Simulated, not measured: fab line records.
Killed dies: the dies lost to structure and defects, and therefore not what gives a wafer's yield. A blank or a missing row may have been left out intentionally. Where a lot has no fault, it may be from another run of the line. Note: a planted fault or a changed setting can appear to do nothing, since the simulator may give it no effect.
A struck lot beside a sound one :: flow sky130 :: 14 steps out of a route of 708
Sound: the wafers L253.2, L253.5, L253.6. Struck: wafers L256.2, L256.3, L256.4. The cause comes at the end.
Each step with rows lists, per side, the tool, then ch with its chambers, then its first start. Under that, the readings that differ: sound wafers :: struck wafers :: difference of the means :: sigmas: that difference in standard deviations of wafers without a fault.
alike: readings with means less than 2 such deviations apart, plus words and numbers identical on both sides. not compared: withheld readings, readings lacking a value on some wafer, bounds such as >300 that could conceal the same value, and numbers that have no deviation in the record and whose values overlap.
The two part at a step that has a row with sigmas, a row that says differs or no value, or rows on one side only. When numbers do not overlap yet have no deviation, they are printed without sigmas and do not part them. A reading that every wafer of one side lacks parts them only if that side has two wafers or more.

first, 1 step without rows for these wafers: SKY_VT_ADJUST_NCORE_DEVELOP_06 (develop time 60 s).
SKY_VT_ADJUST_NCORE_CD_MEAS_07: the cd target is 380 nm.
  sound on cd-sem-02, day 11 04:41; struck on cd-sem-02, day 12 03:51
reading: cd-nm (nm)
sound: 378.5 378.8 377.1
struck: 383.6 383.3 385.0
difference: +5.8
sigmas: +2
SKY_VT_ADJUST_NCORE_OVL_MEAS_08:
  sound on overlay-01, day 11 04:47; struck on overlay-01, day 12 03:57
reading: VT_ADJUST_NCORE_OVL (nm)
sound: 0.8 0.8 1.8
struck: -3.1 -2.7 -3.0
difference: -4.1
sigmas: -3
following that, these wafers have no rows for 1 step: SKY_VT_ADJUST_NCORE_IMPLANT_09.
SKY_VT_ADJUST_NCORE_STRIP_10: strips in O2/N2.
  sound on plasma-asher-02 ch 0,1, day 11 04:58; struck on plasma-asher-02 ch 0,1, day 12 04:08
  alike: drypump-motor-current-A, oes-product-au, strip-time-to-endpoint-s
  not compared: rf-hours-counter-h
SKY_VT_ADJUST_NCORE_TW_MEAS_11:
  sound on film-metro-01, day 11 05:04; struck on film-metro-02, day 12 04:14
  alike: VT_ADJUST_NCORE_TW
then, 6 steps without rows for these wafers: SKY_VT_ADJUST_HVTR_DEHYDRATE_00 (time 60 s); SKY_VT_ADJUST_HVTR_HMDS_01 (prime time 60 s); SKY_VT_ADJUST_HVTR_COAT_02 (resist thk 1140 nm); SKY_VT_ADJUST_HVTR_SOFTBAKE_03 (time 60 s); SKY_VT_ADJUST_HVTR_EXPOSE_04 (exposes mask HVTRM, target cd 380 nm); SKY_VT_ADJUST_HVTR_PEB_05.
SKY_VT_ADJUST_HVTR_DEVELOP_06: develop time 60 s.
  sound on litho-track-01 ch 0, day 12 03:57; struck on litho-track-04, day 13 03:16
  no value came back on the struck wafers for chill-plate-temp-C (C), develop-time-s (s); on the sound wafers chill-plate-temp-C (C) reads 23.14 23.07 23.24
SKY_VT_ADJUST_HVTR_CD_MEAS_07: the cd target is 380 nm.
  sound on cd-sem-01, day 12 04:05; struck on cd-sem-01, day 13 03:25
reading: cd-nm (nm)
sound: 383.6 383.2 383.1
struck: - - -
difference: no value on the struck wafers
sigmas: 

== WHERE THEY PART ==
At SKY_VT_ADJUST_NCORE_CD_MEAS_07 first; at SKY_VT_ADJUST_HVTR_CD_MEAS_07 last (within this record only).

WHY: the cause the simulator had injected
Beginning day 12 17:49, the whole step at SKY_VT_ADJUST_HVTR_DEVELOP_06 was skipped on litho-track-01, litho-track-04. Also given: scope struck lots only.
